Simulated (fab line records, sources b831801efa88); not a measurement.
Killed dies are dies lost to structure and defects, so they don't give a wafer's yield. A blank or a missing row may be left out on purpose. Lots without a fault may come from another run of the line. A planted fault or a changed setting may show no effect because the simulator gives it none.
fab line records | flow sky130
record lots=11 wafers=33 last_day=50
route steps=708 shown PWDE@53 NWELL@67 VT_ADJUST_HVTP@85 VT_ADJUST_HVTR@138 PAD_OPEN@708
lots that met no fault: from a run of the same line without faults
start_h: hours from the record's first day to the start of the lot's first wafer shown | wait_h: hours since the lot's step before | " the same as in the row above | L1.1+2: a row that stands for several wafers | - no value, or no start given | * or withheld: withheld | < > ~ a bound
route shown NAME@n: a module of which the file shows steps, and the number in the route of the first | usual: mean/standard deviation of fault-free wafers | same: alike in all rows | chamber/n: place in a boat | sites: the reading at each site | _std_site: their standard deviation | _edge_site: outer sites' mean less inner sites' | radius_mm: how far each site lies from the wafer's centre | mask NAME#n: copy n | behind: the tool/chamber that last shaped the wafer | hold: why the lot was held/for how many hours/how that ended | device: the transistor (n, p or np) that didn't switch | end of line: the same wafers' tests at the end of the route | a step without rows: its recipe alone | killed: dies lost to structure and defects at the first sort, not the wafer's yield | map: a wafer's dies, x killed, . not, _ none there
set.NAME: the setting as run; set.NAME@STEP: as run at that earlier step | model.NAME: the simulator's own value behind a step, which no gauge read
steps of the route over a sample of lots; a table a step, a row a wafer
services: from which hour (start_h, from the record's first day; less than 0 if before it) a tool's chamber was out of use, for how many hours, and why
## steps
# step SKY_PWDE_IMPLANT_08
# recipe species=B energy_kev=150 dose_cm2=3.6e+12 tilt_deg=withheld
# usual beam_energy_keV=149.99/0.049 end_station_pressure_torr=5.01e-06/2.6e-07 faraday_current_uA=20.3/0.41
# columns lot.wafer tool chamber start_h wait_h beam_energy_keV end_station_pressure_torr faraday_current_uA
L911.1 implanter-04 0 99.21 0.0 149.96 5.16e-06 19.9
L911.3 " 0 " " 150.00 5.48e-06 19.9
L911.6 " 0 " " 149.98 4.92e-06 19.6
L912.3 implanter-01 0 104.52 0.1 150.03 4.88e-06 20.2
L912.4 " 0 " " 150.02 5.12e-06 20.4
L912.6 " 0 " " 149.99 5.01e-06 20.9
L913.1 implanter-04 0 109.26 0.0 149.95 5.03e-06 20.1
L913.3 " 0 " " 149.92 5.05e-06 20.0
L913.6 " 0 " " 149.99 5.17e-06 20.3
L914.1 implanter-01 0 115.56 0.0 149.93 5.38e-06 19.8
L914.4 " 0 " " 149.94 4.88e-06 20.4
L914.5 " 0 " " 149.95 5.41e-06 20.2
L915.4 implanter-01 0 118.21 0.1 150.03 5.58e-06 20.9
L915.5 " 0 " " 150.09 5.06e-06 20.7
L915.6 " 0 " " 150.01 5.01e-06 20.5
L916.3 implanter-04 0 125.80 0.1 122.99 4.83e-06 20.5
L916.4 " 0 " " 122.97 5.44e-06 20.7
L916.5 " 0 " " 123.00 5.02e-06 20.3
L917.2 implanter-01 0 129.43 0.1 149.96 4.69e-06 19.9
L917.4 " 0 " " 149.96 5.21e-06 20.0
L917.6 " 0 " " 150.00 5.2e-06 20.2
L921.1 implanter-04 0 156.95 0.0 122.89 5.5e-06 19.6
L921.3 " 0 " " 122.92 4.95e-06 19.8
L921.4 " 0 " " 122.93 5.2e-06 20.7
L927.2 implanter-03 0 185.06 0.0 149.99 5.19e-06 20.5
L927.4 " 0 " " 150.04 5.27e-06 20.3
L927.6 " 0 " " 150.03 4.67e-06 20.9
L928.1 implanter-03 0 190.36 0.0 149.92 5.38e-06 20.9
L928.4 " 0 " " 150.01 4.95e-06 19.6
L928.5 " 0 " " 150.01 5.3e-06 19.9
L929.1 implanter-01 0 205.00 0.0 150.08 4.52e-06 20.4
L929.2 " 0 " " 149.98 5.08e-06 19.8
L929.4 " 0 " " 150.02 5.25e-06 20.2
# step SKY_NWELL_STRIP_14
# recipe chemistry=O2/N2 power_w=1400 pressure_mtorr=1500 platen_temp_c=withheld o2_flow_sccm=3000 n2_flow_sccm=300 overash_fraction=0.5
# usual drypump_motor_current_A=5.7/0.44 oes_product_au=0.723/0.0043 strip_time_to_endpoint_s=36.95/0.1
# columns lot.wafer tool chamber start_h wait_h drypump_motor_current_A oes_product_au rf_hours_counter_h strip_time_to_endpoint_s
L911.1 plasma_asher-04 0 117.31 0.1 5.8 0.723 44 36.88
L911.3 " 1 " " 6.1 0.726 - 36.88
L911.6 " 0 " " 5.8 0.724 - 36.99
L912.3 plasma_asher-02 1 123.29 0.1 5.6 0.726 - 36.89
L912.4 " 0 " " 4.9 0.728 - 36.95
L912.6 " 1 " " 5.6 0.724 - 36.96
L913.1 plasma_asher-04 1 128.20 0.2 6.1 0.722 45 37.01
L913.3 " 1 " " 6.1 0.728 - 37.04
L913.6 " 0 " " 5.8 0.723 - 37.07
L914.1 plasma_asher-03 1 134.30 0.1 5.1 0.720 33 36.96
L914.4 " 1 " " 5.1 0.728 - 36.83
L914.5 " 0 " " 6.1 0.726 - 36.90
L915.4 plasma_asher-04 1 137.09 0.1 6.1 0.732 - 36.96
L915.5 " 0 " " 5.8 0.723 - 37.14
L915.6 " 1 " " 6.1 0.725 - 37.04
L916.3 plasma_asher-02 1 145.65 0.1 5.6 0.721 - 37.00
L916.4 " 0 " " 4.9 0.719 - 37.04
L916.5 " 1 " " 5.6 0.719 - 37.05
L917.2 plasma_asher-04 0 149.10 0.1 5.8 0.723 47 36.94
L917.4 " 1 " " 6.1 0.724 - 36.95
L917.6 " 0 " " 5.7 0.719 - 37.04
L921.1 plasma_asher-03 0 177.41 0.1 6.1 0.716 37 36.85
L921.3 " 0 " " 6.1 0.725 - 36.75
L921.4 " 1 " " 5.1 0.721 - 36.73
L927.2 plasma_asher-04 0 207.41 0.1 5.7 0.727 53 37.01
L927.4 " 1 " " 6.1 0.724 - 36.98
L927.6 " 1 " " 6.1 0.727 - 37.09
L928.1 plasma_asher-04 0 212.25 0.1 5.8 0.723 53 36.88
L928.4 " 0 " " 5.7 0.728 - 36.93
L928.5 " 1 " " 6.1 0.729 - 36.86
L929.1 plasma_asher-03 1 227.06 0.1 5.1 0.720 42 36.91
L929.2 " 0 " " 6.1 0.726 42 36.92
L929.4 " 1 " " 5.0 0.721 - 36.88
# step SKY_NWELL_RS_MEAS_31
# recipe thk_meas_gauge=four-point-probe
# usual PWDE_RS=5278/17
# columns lot.wafer tool chamber start_h wait_h hold PWDE_RS[ohm/sq]
L911.1 film_metro-03 - 136.51 0.1 - 5253
L911.3 " - " " - 5279
L911.6 " - " " - 5276
L912.3 film_metro-03 - 143.05 0.1 - 5286
L912.4 " - " " - 5252
L912.6 " - " " - 5260
L913.1 film_metro-03 - 148.43 0.1 - 5266
L913.3 " - " " - 5276
L913.6 " - " " - 5287
L914.1 film_metro-01 - 154.87 0.1 - 5293
L914.4 " - " " - 5306
L914.5 " - " " - 5278
L915.4 film_metro-04 - 157.56 0.1 - 5255
L915.5 " - " " - 5270
L915.6 " - " " - 5266
L916.3 film_metro-04 - 165.89 0.1 await_dispo/0.2h/release 5318
L916.4 " - " " await_dispo/0.2h/release 5330
L916.5 " - " " await_dispo/0.2h/release 5318
L916.3 film_metro-04 - 166.18 0.3 - 5319
L916.4 " - " " - 5323
L916.5 " - " " - 5331
L917.2 film_metro-03 - 169.87 0.1 - 5271
L917.4 " - " " - 5273
L917.6 " - " " - 5271
L921.1 film_metro-04 - 198.75 0.1 await_dispo/0.2h/release 5365
L921.3 " - " " await_dispo/0.2h/release 5382
L921.4 " - " " await_dispo/0.2h/release 5385
L921.1 film_metro-04 - 199.04 0.3 - 5363
L921.3 " - " " - 5384
L921.4 " - " " - 5392
L927.2 film_metro-03 - 229.47 0.1 - 5279
L927.4 " - " " - 5277
L927.6 " - " " - 5290
L928.1 film_metro-01 - 234.91 0.1 - 5283
L928.4 " - " " - 5257
L928.5 " - " " - 5273
L929.1 film_metro-03 - 250.71 0.1 - 5294
L929.2 " - " " - 5294
L929.4 " - " " - 5298
# step SKY_VT_ADJUST_HVTP_DEHYDRATE_00
# recipe temp_c=200 time_s=60
# usual plate_temp_C=200.00/0.17
# columns lot.wafer tool chamber start_h wait_h hold plate_temp_C
L911.1 litho_track-04 0 145.13 8.6 - 200.04
L911.3 " 0 " " - 199.98
L911.6 " 0 " " - 200.08
L912.3 litho_track-02 0 152.92 9.9 - 199.99
L912.4 " 0 " " - 199.99
L912.6 " 0 " " - 200.24
L913.1 litho_track-04 0 157.83 9.4 - 199.65
L913.3 " 0 " " - 199.69
L913.6 " 0 " " - 199.74
L914.1 litho_track-04 0 163.83 8.9 - 200.04
L914.4 " 0 " " - 200.11
L914.5 " 0 " " - 199.85
L915.4 litho_track-04 0 166.70 9.1 - 200.04
L915.5 " 0 " " - 199.76
L915.6 " 0 " " - 199.81
L916.3 litho_track-04 0 175.78 9.6 - 199.88
L916.4 " 0 " " - 199.82
L916.5 " 0 " " - 200.04
L917.2 litho_track-04 0 179.60 9.7 - 200.19
L917.4 " 0 " " - 200.05
L917.6 " 0 " " - 199.98
L921.1 litho_track-01 0 209.00 9.9 await_dispo/2.0h/release 200.06
L921.3 " 0 " " await_dispo/2.0h/release 199.94
L921.4 " 0 " " await_dispo/2.0h/release 199.86
L927.2 litho_track-02 0 241.20 11.7 - 199.73
L927.4 " 0 " " - 199.60
L927.6 " 0 " " - 199.77
L928.1 litho_track-01 0 245.70 10.8 - 199.88
L928.4 " 0 " " - 199.93
L928.5 " 0 " " - 199.81
L929.1 litho_track-04 0 262.38 11.7 - 199.93
L929.2 " 0 " " - 200.04
L929.4 " 0 " " - 200.13
# step SKY_VT_ADJUST_HVTP_STRIP_10
# recipe chemistry=O2/N2 power_w=1400 pressure_mtorr=1500 platen_temp_c=withheld o2_flow_sccm=3000 n2_flow_sccm=300 overash_fraction=0.5
# usual drypump_motor_current_A=5.7/0.6 oes_product_au=0.716/0.005 strip_time_to_endpoint_s=14.18/0.037
# columns lot.wafer tool chamber start_h wait_h drypump_motor_current_A oes_product_au rf_hours_counter_h strip_time_to_endpoint_s
L911.1 plasma_asher-03 1 156.33 0.1 5.1 0.721 35 14.19
L911.3 " 0 " " 6.1 0.713 - 14.18
L911.6 " 0 " " 6.1 0.710 - 14.19
L912.3 plasma_asher-01 0 163.76 0.1 6.6 0.718 - 14.17
L912.4 " 1 " " 5.4 0.718 - 14.20
L912.6 " 1 " " 5.5 0.712 - 14.15
L913.1 plasma_asher-02 0 168.65 0.1 4.9 0.703 48 14.20
L913.3 " 1 " " 5.5 0.714 - 14.16
L913.6 " 0 " " 4.9 0.719 - 14.21
L914.1 plasma_asher-01 0 175.73 0.1 6.6 0.724 6 14.23
L914.4 " 0 " " 6.6 0.712 - 14.20
L914.5 " 0 " " 6.6 0.712 - 14.23
L915.4 plasma_asher-01 1 177.56 0.1 5.5 0.713 - 14.21
L915.5 " 1 " " 5.5 0.713 - 14.19
L915.6 " 0 " " 6.6 0.718 - 14.19
L916.3 plasma_asher-01 1 186.61 0.1 5.5 0.716 - 14.12
L916.4 " 0 " " 6.6 0.720 - 14.22
L916.5 " 1 " " 5.5 0.714 - 14.17
L917.2 plasma_asher-03 0 190.30 0.1 6.1 0.718 38 14.27
L917.4 " 1 " " 5.0 0.724 - 14.23
L917.6 " 0 " " 6.1 0.724 - 14.20
L921.1 plasma_asher-01 0 221.08 0.1 6.6 0.713 10 14.15
L921.3 " 0 " " 6.6 0.725 - 14.15
L921.4 " 1 " " 5.5 0.712 - 14.17
L927.2 plasma_asher-03 0 253.08 0.1 6.1 0.716 44 14.22
L927.4 " 1 " " 5.1 0.714 - 14.20
L927.6 " 1 " " 5.1 0.713 - 14.22
L928.1 plasma_asher-01 0 257.68 0.1 6.6 0.712 14 14.18
L928.4 " 1 " " 5.5 0.717 - 14.18
L928.5 " 1 " " 5.5 0.722 - 14.20
L929.1 plasma_asher-01 0 274.53 0.1 6.7 0.724 15 14.16
L929.2 " 1 " " 5.4 0.718 15 14.19
L929.4 " 0 " " 6.7 0.719 - 14.17
# step SKY_VT_ADJUST_HVTR_CD_MEAS_07
# recipe target_cd_nm=380
# usual cd_nm=379.6/2.2
# columns lot.wafer tool chamber start_h wait_h cd_nm
L911.1 cd_sem-01 - 242.37 0.1 378.8
L911.3 " - " " 381.3
L911.6 " - " " 380.3
L912.3 cd_sem-01 - 250.16 0.1 379.2
L912.4 " - " " 377.2
L912.6 " - " " 376.9
L913.1 cd_sem-01 - 256.17 0.1 378.5
L913.3 " - " " 379.1
L913.6 " - " " 375.7
L914.1 cd_sem-02 - 265.32 0.1 381.4
L914.4 " - " " 379.3
L914.5 " - " " 381.8
L915.4 cd_sem-02 - 267.08 0.1 379.0
L915.5 " - " " 380.5
L915.6 " - " " 378.9
L916.3 cd_sem-01 - 277.41 0.1 376.8
L916.4 " - " " 379.7
L916.5 " - " " 377.9
L917.2 cd_sem-01 - 280.29 0.1 380.1
L917.4 " - " " 381.5
L917.6 " - " " 379.1
L921.1 cd_sem-02 - 318.56 0.1 379.8
L921.3 " - " " 376.7
L921.4 " - " " 378.5
L927.2 cd_sem-01 - 356.05 0.1 382.1
L927.4 " - " " 382.4
L927.6 " - " " 381.4
L928.1 cd_sem-01 - 359.88 0.1 378.3
L928.4 " - " " 378.6
L928.5 " - " " 378.0
L929.1 cd_sem-01 - 379.37 0.1 380.8
L929.2 " - " " 379.4
L929.4 " - " " 378.8
# step SKY_PAD_OPEN_PROBE_99
# usual killed_at_M0_to_M3=44/6.9 killed_at_M4_up=3.3/2 killed_at_contacts=25/5.4 killed_at_front_end=16/4.6 killed_at_other=0.2/0.51 killed_dies=88/8.9 killed_open=48/6.8 killed_short=39/5.8
# same gross_dies=492 killed_at_back_side=0
# columns lot.wafer tool chamber start_h wait_h killed_at_M0_to_M3 killed_at_M4_up killed_at_contacts killed_at_front_end killed_at_other killed_dies killed_open killed_short
L927.2 prober-01 - 1198.33 0.1 39 4 31 13 1 88 48 40
L927.4 prober-01 - 1198.43 0.2 50 4 20 10 0 84 52 31
L927.6 prober-01 - 1198.53 0.2 49 3 19 17 1 89 51 37
L928.1 prober-01 - 1199.79 0.1 39 5 25 14 0 83 55 28
L928.4 prober-01 - 1199.94 0.2 35 3 22 13 1 74 36 38
L928.5 prober-01 - 1199.99 0.2 46 7 26 6 0 85 50 35
# killed by level:class
L927.2 VIA1:geometric_particle:open=11 LOCAL_INTERCONNECT:geometric_particle:short=8 CONTACT:geometric_particle:open=7 FIELD_ISO:geometric_particle:open=6 VIA2:geometric_particle:open=6 VIA1:geometric_particle:short=6 CONTACT:geometric_particle:short=6 METAL2:geometric_particle:short=5
L927.4 VIA1:geometric_particle:open=14 CONTACT:geometric_particle:open=7 VIA2:geometric_particle:open=7 VIA3:geometric_particle:open=7 CONTACT:geometric_particle:short=6 LI_CONTACT:geometric_particle:open=4 METAL3:geometric_particle:open=4 METAL1:geometric_particle:short=4
L927.6 VIA3:geometric_particle:open=12 VIA1:geometric_particle:open=11 FIELD_ISO:geometric_particle:short=8 LI_CONTACT:geometric_particle:open=6 CONTACT:geometric_particle:open=6 VIA2:geometric_particle:open=6 VIA1:geometric_particle:short=5 VIA3:geometric_particle:short=5
L928.1 CONTACT:geometric_particle:open=9 VIA1:geometric_particle:open=8 VIA3:geometric_particle:open=8 LI_CONTACT:geometric_particle:open=7 VIA2:geometric_particle:open=7 FIELD_ISO:geometric_particle:open=5 POLY_GATE:geometric_particle:open=5 VIA1:geometric_particle:short=5
L928.4 VIA1:geometric_particle:open=7 VIA2:geometric_particle:open=6 LOCAL_INTERCONNECT:geometric_particle:short=6 LI_CONTACT:geometric_particle:open=5 SPACER:geometric_particle:short=5 SPACER:geometric_particle:open=5 LI_CONTACT:geometric_particle:short=5 METAL2:geometric_particle:short=5
L928.5 CONTACT:geometric_particle:open=13 VIA1:geometric_particle:open=10 LI_CONTACT:geometric_particle:open=8 VIA3:geometric_particle:open=7 METAL2:geometric_particle:short=6 METAL4:geometric_particle:short=5 VIA1:geometric_particle:short=5 POLY_GATE:geometric_particle:short=4
## services
# columns tool chamber start_h hours kind
plasma_asher-02 - 80.18 3.2 repair
implanter-04 - 90.81 1.3 repair
implanter-03 - 96.48 20.8 pm
implanter-01 - 99.52 3.9 pm
plasma_asher-01 - 108.75 9.0 pm
plasma_asher-01 0 108.75 9.0 vent_cycle
plasma_asher-01 1 108.75 9.0 vent_cycle
plasma_asher-03 - 117.02 1.0 repair
plasma_asher-01 0 117.75 - clean
plasma_asher-01 1 117.75 - clean
implanter-01 - 144.40 16.4 pm
implanter-04 - 147.87 6.7 pm
implanter-03 - 165.20 2.0 repair
plasma_asher-02 - 171.39 3.0 repair
plasma_asher-02 - 200.90 0.4 repair
implanter-04 - 244.68 2.1 repair
## key
first_sign step=SKY_PWDE_IMPLANT_08 reading=beam_energy_keV direction=down sigmas=99+ usual=* struck=*
effect step=SKY_NWELL_RS_MEAS_31 reading=PWDE_RS direction=up sigmas=4.2 usual=5278 struck=5350
met_at SKY_PWDE_IMPLANT_08
struck_lots L916,L921
tester_left_out L916,L921
not_acting_at SKY_NWELL_STRIP_14,SKY_VT_ADJUST_HVTP_STRIP_10,SKY_VT_ADJUST_HVTR_CD_MEAS_07
onset_between 109.26 125.80
fault kind=process_parameter_drift tool=implanter-04 chamber=- onset_h=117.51 steps=SKY_PWDE_IMPLANT_08 channel=energy_kev offset=* shape=step end_h=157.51 acts_in=* stated=*
# tester_left_out: of these lots the tester's yield and bins aren't shown, on N5 and GAA mostly nor the transistor test; their killed dies are dies lost to structure and defects alone, not to doping, threshold or leakage, so they don't give the yield
